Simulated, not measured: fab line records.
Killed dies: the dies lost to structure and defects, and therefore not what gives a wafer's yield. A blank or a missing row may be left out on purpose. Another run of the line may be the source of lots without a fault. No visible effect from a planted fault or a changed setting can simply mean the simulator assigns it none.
Matching of chambers	flow sfq_line	SFQ_TRILAYER_I3_DEP_PECVD_081 on pecvd-04 has 3 sister chambers
The step deposits SiO2 from SiH4/N2O, time 111.11 s, target thk 500 nm. 16 wafers are shown with their chamber, then 8 later ones without.

## WAFERS PAIRED WITH THEIR CHAMBERS
wafer	chamber	throttle_valve_pct (%)	heater_power_w (W)
L103.1	1	25.3	75
L103.2	2	24.5	84
L103.3	0	26.1	85
L104.1	2	24.5	73
L104.5	2	24.6	75
L104.6	0	26.1	71
L109.2	0	26.2	81
L109.3	2	24.4	70
L109.6	0	26.3	84
L112.3	0	26.5	84
L112.5	0	26.3	86
L112.6	2	24.5	87
L114.2	0	26.6	81
L114.3	2	24.6	83
L114.4	1	25.9	74
L115.2	0	26.4	78

SIGNATURES (means of the wafers above)
reading	chamber 0	chamber 1	chamber 2	scatter within a chamber
throttle_valve_pct	26.312	25.600	24.517	0.183
heater_power_w	81.25	74.50	78.67	5.58
Rule: distance of a wafer from a chamber = root of the sum over the readings of ((wafer's reading minus chamber's mean) / reading's scatter) squared. If the next closest chamber is less than 2 further off than the closest, the wafer can't be placed; otherwise it belongs to the closest. The scatter: take each reading less its chamber's mean, square it, sum over the shown wafers, divide by the number of wafers less the number of chambers, and take the root.

## WAFERS MISSING THEIR CHAMBER
wafer	throttle_valve_pct (%)	heater_power_w (W)
L115.5	24.3	80
L115.6	25.8	73
L119.1	26.3	76
L119.4	25.6	88
L119.6	24.5	70
L121.1	24.4	84
L121.4	26.3	86
L121.6	25.9	84

## WHICH CHAMBER EACH WENT THROUGH
wafer	from the rows above	in truth
L115.5	2	2
L115.6	1	1
L119.1	0	0
L119.4	can't be placed: 1 or 0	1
L119.6	2	2
L121.1	2	2
L121.4	0	0
L121.6	can't be placed: 0 or 1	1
Correct placement for 6 of the 8. Can't be placed from these rows: 2 (the true chamber is among the candidates in 2). Number placed wrongly: 0.
